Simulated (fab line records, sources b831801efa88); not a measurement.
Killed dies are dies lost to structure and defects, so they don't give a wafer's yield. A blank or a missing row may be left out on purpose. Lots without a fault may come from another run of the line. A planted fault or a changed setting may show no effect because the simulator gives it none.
fab line records | flow sky130 | part 1 of 2: steps 1 to 33 of 46
record lots=5 wafers=15 last_day=49
route steps=708 shown SONOS_ONO@177 GATE_OXIDE@187 POLY_GATE@204 RES_PROTECT@206
lots that met no fault: from a run of the same line without faults
start_h: hours from the record's first day to the start of the lot's first wafer shown | wait_h: hours since the lot's step before | " the same as in the row above | L1.1+2: a row that stands for several wafers | - no value, or no start given | * or withheld: withheld | < > ~ a bound
route shown NAME@n: a module of which the file shows steps, and the number in the route of the first | usual: mean/standard deviation of fault-free wafers | same: alike in all rows | chamber/n: place in a boat | sites: the reading at each site | _std_site: their standard deviation | _edge_site: outer sites' mean less inner sites' | radius_mm: how far each site lies from the wafer's centre | mask NAME#n: copy n | behind: the tool/chamber that last shaped the wafer | hold: why the lot was held/for how many hours/how that ended | device: the transistor (n, p or np) that didn't switch | end of line: the same wafers' tests at the end of the route | a step without rows: its recipe alone | killed: dies lost to structure and defects at the first sort, not the wafer's yield | map: a wafer's dies, x killed, . not, _ none there
set.NAME: the setting as run; set.NAME@STEP: as run at that earlier step | model.NAME: the simulator's own value behind a step, which no gauge read
lots at some steps of the route; a table a step, a row a wafer
services: from which hour (start_h, from the record's first day; less than 0 if before it) a tool's chamber was out of use, for how many hours, and why
## steps
# step SKY_SONOS_ONO_SOFTBAKE_09
# recipe temp_c=90 time_s=60 resist=NOVOLAK
# columns lot.wafer tool chamber start_h wait_h
L076.1+2+4 litho_track-04 0 280.61 0.1
L081.1+2+5 litho_track-02 0 326.27 0.1
L083.3+5+6 litho_track-02 0 341.22 0.1
L090.1+2+4 litho_track-03 0 400.44 0.1
L093.1+3+5 litho_track-04 0 422.06 0.1
# step SKY_SONOS_ONO_EXPOSE_10
# recipe mask_id=ONOM target_cd_nm=410 na=0.6 source_shape=conventional sigma_outer=0.6 dose_mj=150
# usual reticle_temp_C=22.99/0.12
# columns lot.wafer tool chamber start_h wait_h mask reticle_temp_C
L076.1 iline_stepper-01 0 - - ONOM#0 23.10
L076.2 " 0 " " ONOM#0 23.02
L076.4 " 0 " " ONOM#0 23.00
L081.1 iline_stepper-01 0 - - ONOM#0 22.98
L081.2 " 0 " " ONOM#0 23.18
L081.5 " 0 " " ONOM#0 23.24
L083.3 iline_stepper-01 0 - - ONOM#0 23.12
L083.5 " 0 " " ONOM#0 22.92
L083.6 " 0 " " ONOM#0 22.94
L090.1 iline_stepper-02 0 - - ONOM#0 22.98
L090.2 " 0 " " ONOM#0 22.91
L090.4 " 0 " " ONOM#0 23.16
L093.1 iline_stepper-02 0 - - ONOM#0 22.98
L093.3 " 0 " " ONOM#0 22.85
L093.5 " 0 " " ONOM#0 23.03
# step SKY_SONOS_ONO_PEB_11
# recipe temp_c=withheld time_s=* resist=NOVOLAK
# columns lot.wafer tool chamber start_h wait_h
L076.1+2+4 litho_track-03 0 - -
L081.1+2+5 litho_track-04 0 - -
L083.3+5+6 litho_track-04 0 - -
L090.1+2+4 litho_track-03 0 - -
L093.1+3+5 litho_track-04 0 - -
# step SKY_SONOS_ONO_DEVELOP_12
# recipe develop_time_s=60 dev_temp_c=23
# usual developer_temp_C=23.01/0.11
# columns lot.wafer tool chamber start_h wait_h developer_temp_C
L076.1 litho_track-03 0 293.54 0.1 23.01
L076.2 " 0 " " 23.11
L076.4 " 0 " " 23.14
L081.1 litho_track-04 0 339.11 0.1 23.16
L081.2 " 0 " " 23.17
L081.5 " 0 " " 23.06
L083.3 litho_track-04 0 355.31 0.1 23.09
L083.5 " 0 " " 23.06
L083.6 " 0 " " 23.30
L090.1 litho_track-03 0 414.99 0.1 23.06
L090.2 " 0 " " 22.86
L090.4 " 0 " " 22.93
L093.1 litho_track-04 0 436.31 0.1 22.92
L093.3 " 0 " " 23.16
L093.5 " 0 " " 22.88
# step SKY_SONOS_ONO_CD_MEAS_13
# recipe target_cd_nm=410
# usual cd_nm=408.8/2.5
# columns lot.wafer tool chamber start_h wait_h cd_nm
L076.1 cd_sem-02 - 293.69 0.1 409.5
L076.2 " - " " 408.2
L076.4 " - " " 410.2
L081.1 cd_sem-02 - 339.26 0.1 407.6
L081.2 " - " " 408.4
L081.5 " - " " 406.7
L083.3 cd_sem-02 - 355.45 0.1 414.6
L083.5 " - " " 412.8
L083.6 " - " " 411.3
L090.1 cd_sem-02 - 415.14 0.1 408.9
L090.2 " - " " 409.8
L090.4 " - " " 408.1
L093.1 cd_sem-02 - 436.46 0.1 409.6
L093.3 " - " " 408.9
L093.5 " - " " 409.3
# step SKY_SONOS_ONO_OVL_MEAS_14
# usual SONOS_ONO_OVL=-1.0/1.4
# columns lot.wafer tool chamber start_h wait_h SONOS_ONO_OVL[nm]
L076.1 overlay-01 - 293.81 0.1 0.9
L076.2 " - " " -2.3
L076.4 " - " " 0.5
L081.1 overlay-02 - 339.38 0.1 -2.4
L081.2 " - " " -1.3
L081.5 " - " " -2.0
L083.3 overlay-01 - 355.54 0.1 1.4
L083.5 " - " " 0.2
L083.6 " - " " -1.3
L090.1 overlay-01 - 415.26 0.1 -2.5
L090.2 " - " " -0.7
L090.4 " - " " -1.8
L093.1 overlay-01 - 436.58 0.1 -1.7
L093.3 " - " " 0.7
L093.5 " - " " -2.1
# step SKY_SONOS_ONO_ETCH_15
# recipe target_depth_nm=19.52 chemistry=CHF3/O2 source_w=600 bias_w=200 pressure_mtorr=40 chf3_flow_sccm=50 O2_flow_sccm=5 time_s=7.8
# usual drypump_motor_current_A=5.6/0.47 oes_product_au=1.001/0.0099 throttle_valve_pct=8.825/0.0096
# columns lot.wafer tool chamber start_h wait_h drypump_motor_current_A oes_product_au rf_hours_counter_h throttle_valve_pct
L076.1 rie_diel-01 2 293.85 0.0 5.6 0.985 126 8.806
L076.2 " 3 " " 5.5 0.998 76 8.824
L076.4 " 0 " " 5.9 0.983 83 8.831
L081.1 rie_diel-02 3 339.42 0.0 6.0 0.996 5 8.823
L081.2 " 0 " " 5.5 1.001 4 8.810
L081.5 " 3 " " 6.0 1.006 - 8.844
L083.3 rie_diel-04 2 355.57 0.0 4.9 0.997 6 8.808
L083.5 " 2 " " 4.9 0.994 - 8.827
L083.6 " 3 " " 5.0 1.012 - 8.837
L090.1 rie_diel-01 3 415.30 0.0 5.5 0.997 78 8.836
L090.2 " 1 " " 5.1 0.987 62 8.825
L090.4 " 0 " " 5.9 0.977 85 8.826
L093.1 rie_diel-02 2 436.62 0.0 5.9 1.006 48 8.829
L093.3 " 3 " " 6.0 1.010 7 8.828
L093.5 " 1 " " 6.7 1.025 - 8.822
# step SKY_SONOS_ONO_WET_ETCH_16
# recipe chemistry=dHF target_depth_nm=14 dry=n2_spin target=SiO2 dilution=100:1 temp_c=25 time_s=280
# columns lot.wafer tool chamber start_h wait_h
L076.1+2+4 wet_bench-02 1 293.87 0.0
L081.1+2+5 wet_bench-02 1 339.44 0.0
L083.3+5+6 wet_bench-03 1 355.59 0.0
L090.1+2+4 wet_bench-02 2 415.34 0.0
L093.1+3+5 wet_bench-03 3 436.64 0.0
# step SKY_SONOS_ONO_STRIP_17
# recipe chemistry=O2/N2 power_w=1400 pressure_mtorr=1500 platen_temp_c=withheld o2_flow_sccm=3000 n2_flow_sccm=300 overash_fraction=0.5
# usual drypump_motor_current_A=5.8/0.41 oes_product_au=0.710/0.0047 strip_time_to_endpoint_s=14.09/0.04
# columns lot.wafer tool chamber start_h wait_h drypump_motor_current_A oes_product_au rf_hours_counter_h strip_time_to_endpoint_s
L076.1 plasma_asher-04 1 293.98 0.0 5.5 0.704 17 14.15
L076.2 " 0 " " 5.8 0.712 17 14.11
L076.4 " 0 " " 5.8 0.709 - 14.13
L081.1 plasma_asher-02 0 339.52 0.0 5.2 0.716 68 14.10
L081.2 " 1 " " 6.1 0.710 68 14.11
L081.5 " 1 " " 6.2 0.716 - 14.16
L083.3 plasma_asher-02 1 355.72 0.0 6.1 0.712 - 14.12
L083.5 " 0 " " 5.2 0.708 - 14.09
L083.6 " 1 " " 6.1 0.711 - 14.08
L090.1 plasma_asher-02 1 415.44 0.0 6.1 0.707 75 14.00
L090.2 " 0 " " 5.2 0.706 75 14.04
L090.4 " 0 " " 5.2 0.709 - 14.03
L093.1 plasma_asher-04 0 436.83 0.0 5.8 0.713 31 14.11
L093.3 " 0 " " 5.9 0.710 - 14.10
L093.5 " 0 " " 5.9 0.716 - 14.10
# step SKY_SONOS_ONO_WET_ETCH_18
# recipe chemistry=H3PO4 target_depth_nm=15 target=Si3N4 temp_c=160 time_s=172
# columns lot.wafer tool chamber start_h wait_h
L076.1+2+4 wet_bench-03 0 294.08 0.1
L081.1+2+5 wet_bench-03 0 339.62 0.1
L083.3+5+6 wet_bench-01 3 355.79 0.0
L090.1+2+4 wet_bench-02 3 415.54 0.1
L093.1+3+5 wet_bench-02 0 436.93 0.1
# step SKY_GATE_OXIDE_CLEAN_00
# recipe chemistry=SC1/SC2 mix=1:4:20 temp_c=70 time_s=150 dry=n2_spin
# columns lot.wafer tool chamber start_h wait_h
L076.1+2+4 wet_bench-01 0 294.14 0.0
L081.1+2+5 wet_bench-02 2 339.68 0.0
L083.3+5+6 wet_bench-02 0 355.86 0.0
L090.1+2+4 wet_bench-01 0 415.60 0.0
L093.1+3+5 wet_bench-01 2 436.98 0.0
# step SKY_GATE_OXIDE_OXIDATION_01
# recipe temp_c=893.3 ambient=O2 stabilise_s=600 purge_s=300 target_thk_a=102.68 ox_time_s=1473
# columns lot.wafer tool chamber start_h wait_h
L076.1+2+4 furnace-01 0 295.89 1.7
L081.1+2+5 furnace-02 0 340.18 0.5
L083.3+5+6 furnace-02 0 356.63 0.7
L090.1+2+4 furnace-01 0 416.96 1.3
L093.1+3+5 furnace-02 0 439.00 2.0
# step SKY_GATE_OXIDE_THK_MEAS_02
# recipe reads=SiO2_of_GATE_OXIDE_OXIDATION_01
# usual GATE_OXIDE_OXIDATION_00_THK=9.51/0.19
# columns lot.wafer tool chamber start_h wait_h GATE_OXIDE_OXIDATION_00_THK[nm]
L076.1 film_metro-04 - 297.30 0.0 9.82
L076.2 " - " " 9.68
L076.4 " - " " 9.70
L081.1 film_metro-02 - 341.59 0.0 9.73
L081.2 " - " " 9.56
L081.5 " - " " 9.60
L083.3 film_metro-01 - 358.06 0.0 9.77
L083.5 " - " " 9.48
L083.6 " - " " 9.52
L090.1 film_metro-01 - 418.37 0.0 9.26
L090.2 " - " " 9.38
L090.4 " - " " 9.47
L093.1 film_metro-04 - 440.41 0.0 9.59
L093.3 " - " " 9.77
L093.5 " - " " 9.88
# step SKY_GATE_OXIDE_DEHYDRATE_03
# recipe temp_c=200 time_s=60
# columns lot.wafer tool chamber start_h wait_h
L076.1+2+4 litho_track-03 0 308.84 11.5
L081.1+2+5 litho_track-01 0 354.92 13.3
L083.3+5+6 litho_track-01 0 371.42 13.3
L090.1+2+4 litho_track-03 0 432.54 14.2
L093.1+3+5 litho_track-02 0 454.67 14.3
# step SKY_GATE_OXIDE_HMDS_04
# recipe prime_time_s=60 prime_temp_c=120
# columns lot.wafer tool chamber start_h wait_h
L076.1+2+4 litho_track-03 0 308.99 0.1
L081.1+2+5 litho_track-01 0 355.07 0.1
L083.3+5+6 litho_track-01 0 371.57 0.1
L090.1+2+4 litho_track-03 0 432.69 0.1
L093.1+3+5 litho_track-02 0 454.82 0.1
# step SKY_GATE_OXIDE_COAT_05
# recipe resist=NOVOLAK spin_rpm=3000 resist_thk_nm=1140
# columns lot.wafer tool chamber start_h wait_h
L076.1+2+4 litho_track-03 0 309.14 0.1
L081.1+2+5 litho_track-01 0 355.22 0.1
L083.3+5+6 litho_track-01 0 371.72 0.1
L090.1+2+4 litho_track-03 0 432.84 0.1
L093.1+3+5 litho_track-02 0 454.97 0.1
# step SKY_GATE_OXIDE_SOFTBAKE_06
# recipe temp_c=90 time_s=60 resist=NOVOLAK
# columns lot.wafer tool chamber start_h wait_h
L076.1+2+4 litho_track-03 0 309.29 0.1
L081.1+2+5 litho_track-01 0 355.37 0.1
L083.3+5+6 litho_track-01 0 371.87 0.1
L090.1+2+4 litho_track-03 0 432.99 0.1
L093.1+3+5 litho_track-02 0 455.12 0.1
# step SKY_GATE_OXIDE_EXPOSE_07
# recipe mask_id=LVOM na=0.6 source_shape=conventional sigma_outer=0.6 polarization=unpolarized target_cd_nm=600 dose_mj=170
# usual reticle_temp_C=23.00/0.095
# columns lot.wafer tool chamber start_h wait_h mask reticle_temp_C
L076.1 iline_stepper-02 0 - - LVOM#0 22.95
L076.2 " 0 " " LVOM#0 22.91
L076.4 " 0 " " LVOM#0 22.78
L081.1 iline_stepper-01 0 - - LVOM#0 23.00
L081.2 " 0 " " LVOM#0 23.09
L081.5 " 0 " " LVOM#0 23.06
L083.3 iline_stepper-02 0 - - LVOM#0 22.95
L083.5 " 0 " " LVOM#0 23.11
L083.6 " 0 " " LVOM#0 22.95
L090.1 iline_stepper-01 0 - - LVOM#0 22.95
L090.2 " 0 " " LVOM#0 23.10
L090.4 " 0 " " LVOM#0 23.15
L093.1 iline_stepper-01 0 - - LVOM#0 23.04
L093.3 " 0 " " LVOM#0 23.07
L093.5 " 0 " " LVOM#0 23.07
# step SKY_GATE_OXIDE_PEB_08
# recipe temp_c=withheld time_s=* resist=NOVOLAK
# columns lot.wafer tool chamber start_h wait_h
L076.1+2+4 litho_track-01 0 - -
L081.1+2+5 litho_track-01 0 - -
L083.3+5+6 litho_track-01 0 - -
L090.1+2+4 litho_track-03 0 - -
L093.1+3+5 litho_track-03 0 - -
# step SKY_GATE_OXIDE_DEVELOP_09
# recipe resist=NOVOLAK developer=TMAH develop_time_s=60 dev_temp_c=23
# usual developer_temp_C=23.00/0.11
# columns lot.wafer tool chamber start_h wait_h developer_temp_C
L076.1 litho_track-01 0 322.12 0.1 22.99
L076.2 " 0 " " 22.86
L076.4 " 0 " " 23.13
L081.1 litho_track-01 0 369.52 0.1 22.95
L081.2 " 0 " " 23.04
L081.5 " 0 " " 23.05
L083.3 litho_track-01 0 385.72 0.1 23.11
L083.5 " 0 " " 23.15
L083.6 " 0 " " 22.95
L090.1 litho_track-03 0 448.14 0.1 23.04
L090.2 " 0 " " 22.95
L090.4 " 0 " " 23.19
L093.1 litho_track-03 0 470.14 0.1 22.96
L093.3 " 0 " " 22.79
L093.5 " 0 " " 22.82
# step SKY_GATE_OXIDE_OVL_MEAS_10
# usual GATE_OXIDE_OVL=-1.3/1.4
# columns lot.wafer tool chamber start_h wait_h GATE_OXIDE_OVL[nm]
L076.1 overlay-01 - 322.27 0.1 0.5
L076.2 " - " " 1.4
L076.4 " - " " 0.0
L081.1 overlay-01 - 369.67 0.1 -5.2
L081.2 " - " " -2.9
L081.5 " - " " -2.4
L083.3 overlay-02 - 385.83 0.1 -1.0
L083.5 " - " " 1.1
L083.6 " - " " 0.8
L090.1 overlay-01 - 448.29 0.1 -1.3
L090.2 " - " " -0.2
L090.4 " - " " 0.4
L093.1 overlay-02 - 470.29 0.1 -0.1
L093.3 " - " " 2.5
L093.5 " - " " -0.3
# step SKY_GATE_OXIDE_IMPLANT_11
# recipe species=B energy_kev=10 dose_cm2=2.6e+12 tilt_deg=withheld
# columns lot.wafer tool chamber start_h wait_h
L076.1+2+4 implanter-02 0 322.31 0.0
L081.1+2+5 implanter-02 0 369.71 0.0
L083.3+5+6 implanter-02 0 385.91 0.1
L090.1+2+4 implanter-04 0 448.33 0.0
L093.1+3+5 implanter-04 0 470.33 0.0
# step SKY_GATE_OXIDE_WET_ETCH_12
# recipe chemistry=dHF target_depth_nm=16.8 dry=n2_spin target=SiO2 dilution=100:1 temp_c=25 time_s=336
# columns lot.wafer tool chamber start_h wait_h
L076.1+2+4 wet_bench-03 1 322.46 0.1
L081.1+2+5 wet_bench-03 0 369.86 0.1
L083.3+5+6 wet_bench-02 0 386.01 0.1
L090.1+2+4 wet_bench-01 3 448.48 0.1
L093.1+3+5 wet_bench-02 3 470.48 0.1
# step SKY_GATE_OXIDE_STRIP_13
# recipe chemistry=O2/N2 power_w=1400 pressure_mtorr=1500 platen_temp_c=withheld o2_flow_sccm=3000 n2_flow_sccm=300 overash_fraction=0.5
# usual drypump_motor_current_A=5.82/0.3 oes_product_au=0.716/0.0046 strip_time_to_endpoint_s=14.16/0.038
# columns lot.wafer tool chamber start_h wait_h drypump_motor_current_A oes_product_au rf_hours_counter_h strip_time_to_endpoint_s
L076.1 plasma_asher-01 0 322.56 0.0 6.51 0.711 63 14.21
L076.2 " 1 " " 6.02 0.719 63 14.19
L076.4 " 1 " " 6.00 0.716 - 14.18
L081.1 plasma_asher-03 1 369.96 0.0 5.64 0.719 50 14.11
L081.2 " 0 " " 5.64 0.713 50 14.11
L081.5 " 0 " " 5.68 0.713 - 14.10
L083.3 plasma_asher-04 1 386.14 0.0 5.58 0.717 - 14.25
L083.5 " 0 " " 5.83 0.718 - 14.23
L083.6 " 1 " " 5.51 0.712 - 14.18
L090.1 plasma_asher-03 1 448.59 0.0 5.71 0.713 58 14.14
L090.2 " 0 " " 5.69 0.715 58 14.13
L090.4 " 1 " " 5.70 0.708 - 14.15
L093.1 plasma_asher-01 1 470.58 0.0 5.99 0.719 4 14.12
L093.3 " 0 " " 6.51 0.719 - 14.10
L093.5 " 0 " " 6.51 0.707 - 14.16
# step SKY_GATE_OXIDE_TW_MEAS_14
# usual GATE_OXIDE_TW=226.9/2.5
# columns lot.wafer tool chamber start_h wait_h GATE_OXIDE_TW
L076.1 film_metro-01 - 322.66 0.1 224.1
L076.2 " - " " 225.9
L076.4 " - " " 225.4
L081.1 film_metro-04 - 370.06 0.1 229.1
L081.2 " - " " 228.6
L081.5 " - " " 229.2
L083.3 film_metro-04 - 386.23 0.1 228.9
L083.5 " - " " 229.9
L083.6 " - " " 228.6
L090.1 film_metro-02 - 448.69 0.1 223.4
L090.2 " - " " 224.4
L090.4 " - " " 224.1
L093.1 film_metro-02 - 470.68 0.1 225.0
L093.3 " - " " 224.6
L093.5 " - " " 223.8
# step SKY_GATE_OXIDE_CLEAN_15
# recipe chemistry=SC1/SC2 mix=1:4:20 temp_c=70 time_s=150 dry=n2_spin
# columns lot.wafer tool chamber start_h wait_h
L076.1+2+4 wet_bench-02 2 322.72 0.1
L081.1+2+5 wet_bench-02 1 370.12 0.1
L083.3+5+6 wet_bench-03 1 386.27 0.0
L090.1+2+4 wet_bench-03 1 448.75 0.1
L093.1+3+5 wet_bench-01 3 470.74 0.1
# step SKY_GATE_OXIDE_OXIDATION_16
# recipe temp_c=800 ambient=O2 idle_temp_c=700 ramp_up_c_per_min=10 ramp_down_c_per_min=3 stabilise_s=600 purge_s=300 target_thk_a=35.7 ox_time_s=1915
# columns lot.wafer tool chamber start_h wait_h
L076.1+2+4 furnace-01 0 323.13 0.4
L081.1+2+5 furnace-01 0 372.81 2.6
L083.3+5+6 furnace-02 0 388.29 2.0
L090.1+2+4 furnace-02 0 449.35 0.6
L093.1+3+5 furnace-01 0 470.79 0.0
# step SKY_POLY_GATE_CVD_00
# recipe material=poly-Si target_thk_nm=180 temp_c=620 time_s=720 pressure_mtorr=200
# columns lot.wafer tool chamber start_h wait_h
L076.1+2+4 lpcvd-01 0 324.66 0.0
L081.1+2+5 lpcvd-01 0 374.34 0.0
L083.3+5+6 lpcvd-01 1 389.82 0.0
L090.1+2+4 lpcvd-01 1 450.88 0.0
L093.1+3+5 lpcvd-01 0 472.32 0.0
# step SKY_POLY_GATE_THK_MEAS_01
# recipe reads=poly-Si_of_POLY_GATE_CVD_00
# usual POLY_GATE_CVD_00_THK=180.7/1.4
# columns lot.wafer tool chamber start_h wait_h POLY_GATE_CVD_00_THK[nm]
L076.1 film_metro-04 - 325.86 0.0 179.6
L076.2 " - " " 179.5
L076.4 " - " " 179.7
L081.1 film_metro-02 - 375.54 0.0 183.0
L081.2 " - " " 182.1
L081.5 " - " " 181.3
L083.3 film_metro-02 - 391.04 0.0 182.1
L083.5 " - " " 180.8
L083.6 " - " " 180.5
L090.1 film_metro-04 - 452.08 0.0 180.4
L090.2 " - " " 181.2
L090.4 " - " " 179.6
L093.1 film_metro-03 - 473.52 0.0 181.4
L093.3 " - " " 180.6
L093.5 " - " " 182.1
# step SKY_RES_PROTECT_DEHYDRATE_00
# recipe temp_c=200 time_s=60
# columns lot.wafer tool chamber start_h wait_h
L076.1+2+4 litho_track-04 0 338.36 12.5
L081.1+2+5 litho_track-01 0 389.17 13.6
L083.3+5+6 litho_track-01 0 404.47 13.4
L090.1+2+4 litho_track-03 0 466.19 14.1
L093.1+3+5 litho_track-03 0 487.99 14.5
# step SKY_RES_PROTECT_HMDS_01
# recipe prime_time_s=60 prime_temp_c=120
# columns lot.wafer tool chamber start_h wait_h
L076.1+2+4 litho_track-04 0 338.51 0.1
L081.1+2+5 litho_track-01 0 389.32 0.1
L083.3+5+6 litho_track-01 0 404.62 0.1
L090.1+2+4 litho_track-03 0 466.34 0.1
L093.1+3+5 litho_track-03 0 488.14 0.1
# step SKY_RES_PROTECT_COAT_02
# recipe resist=NOVOLAK spin_rpm=3000 resist_thk_nm=1140
# columns lot.wafer tool chamber start_h wait_h
L076.1+2+4 litho_track-04 0 338.66 0.1
L081.1+2+5 litho_track-01 0 389.47 0.1
L083.3+5+6 litho_track-01 0 404.77 0.1
L090.1+2+4 litho_track-03 0 466.49 0.1
L093.1+3+5 litho_track-03 0 488.29 0.1
# step SKY_RES_PROTECT_SOFTBAKE_03
# recipe temp_c=90 time_s=60 resist=NOVOLAK
# columns lot.wafer tool chamber start_h wait_h
L076.1+2+4 litho_track-04 0 338.81 0.1
L081.1+2+5 litho_track-01 0 389.62 0.1
L083.3+5+6 litho_track-01 0 404.92 0.1
L090.1+2+4 litho_track-03 0 466.64 0.1
L093.1+3+5 litho_track-03 0 488.44 0.1
